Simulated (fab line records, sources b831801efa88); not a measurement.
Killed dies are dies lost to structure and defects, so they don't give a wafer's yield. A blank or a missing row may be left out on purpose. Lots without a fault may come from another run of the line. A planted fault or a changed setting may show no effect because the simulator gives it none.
A struck lot beside a sound one | flow sky130 | 15 steps out of a route of 708
Sound: wafers L967.1, L967.4, L967.5. Struck: wafers L959.3, L959.5, L959.6. The cause comes at the end.
At each step with rows: each side's tool, then ch and its chambers, then its first start. Under that, the readings that differ: sound wafers | struck wafers | difference of the means | sigmas: that difference in standard deviations of wafers without a fault.
alike: readings whose means differ by less than 2 such deviations, and words and numbers that are the same on both sides. not compared: withheld readings, readings that some wafer has no value for, bounds like >300 that may hide the same value, and numbers for which the record gives no deviation and whose values overlap.
The two part at a step that has a row with sigmas, a row that says differs or no value, or rows on one side only. Numbers that don't overlap but have no deviation are shown without sigmas and don't part them. A reading that every wafer of one side lacks parts them only if that side has two wafers or more.

first, 7 steps without rows for these wafers: SKY_CONTACT_HMDS_07 (prime time 60 s); SKY_CONTACT_COAT_08 (resist thk 60 nm); SKY_CONTACT_COAT_09 (resist thk 450 nm); SKY_CONTACT_SOFTBAKE_10 (time 90 s); SKY_CONTACT_EXPOSE_11 (exposes mask CTM1, target cd 170 nm); SKY_CONTACT_PEB_12; SKY_CONTACT_DEVELOP_13 (develop time 60 s).
SKY_CONTACT_CD_MEAS_14: target cd 170 nm.
  sound on cd_sem-01, day 38 11:36; struck on cd_sem-01, day 36 02:05
  alike: cd_nm
SKY_CONTACT_OVL_MEAS_15:
  sound on overlay-01, day 38 11:43; struck on overlay-02, day 36 02:11
  alike: CONTACT_OVL
SKY_CONTACT_ETCH_16: etches BARC in N2/H2, stops on SiO2, time 45.9 s, target depth 60 nm.
  sound on rie_diel-03 ch 0,1, day 38 11:46; struck on rie_diel-02 ch 0,1, day 36 02:13
  alike: drypump_motor_current_A, oes_product_au, throttle_valve_pct
  not compared: rf_hours_counter_h
SKY_CONTACT_ETCH_17: etches SiO2 in C4F8/O2/Ar, stops on Si3N4, target depth 340 nm.
  sound on rie_diel-03 ch 0,1, day 38 11:48; struck on rie_diel-02 ch 0,1, day 36 02:15
  alike: oes_product_au
SKY_CONTACT_ETCH_18: etches Si3N4 in CHF3/O2, stops on TiN, time 39 s, target depth 75 nm.
  sound on rie_diel-03 ch 0,1; struck on rie_diel-02 ch 0,1
  alike: drypump_motor_current_A, oes_product_au, throttle_valve_pct
  not compared: rf_hours_counter_h
SKY_CONTACT_STRIP_19: strips in O2/N2.
  sound on plasma_asher-04 ch 0,1, day 38 11:53; struck on plasma_asher-03 ch 0,1, day 36 02:22
  no value came back on the struck wafers for chamber_pressure_mTorr (mTorr), drypump_motor_current_A (A), oes_product_au (a.u.), strip_time_to_endpoint_s (s); on the sound wafers chamber_pressure_mTorr (mTorr) reads 1499.3 1498.5 1498.8
  reading                                        | sound | struck            | difference | sigmas
  model.KrF-thick_of_CONTACT_COAT_09.thk_nm (nm) | 0 0 0 | 244.2 245.2 244.4 | +244.6     |
  not compared: rf_hours_counter_h
then, 1 step without rows for these wafers: SKY_CONTACT_STRIP_20 (strips in post etch residue remover, time 1200 s).
-- the record jumps here: 13 days lie between the struck wafers' starts before and after (it left off in module CONTACT and takes up again in module PAD_OPEN, whose first step shown is number 708 of the route) --
SKY_PAD_OPEN_PROBE_99:
  the record has rows for the struck wafers here (prober-02, day 49 08:52) and none for the sound ones

WHERE THEY PART
First at SKY_CONTACT_STRIP_19; last, within this record, at SKY_PAD_OPEN_PROBE_99.

WHY: what the simulator had put in
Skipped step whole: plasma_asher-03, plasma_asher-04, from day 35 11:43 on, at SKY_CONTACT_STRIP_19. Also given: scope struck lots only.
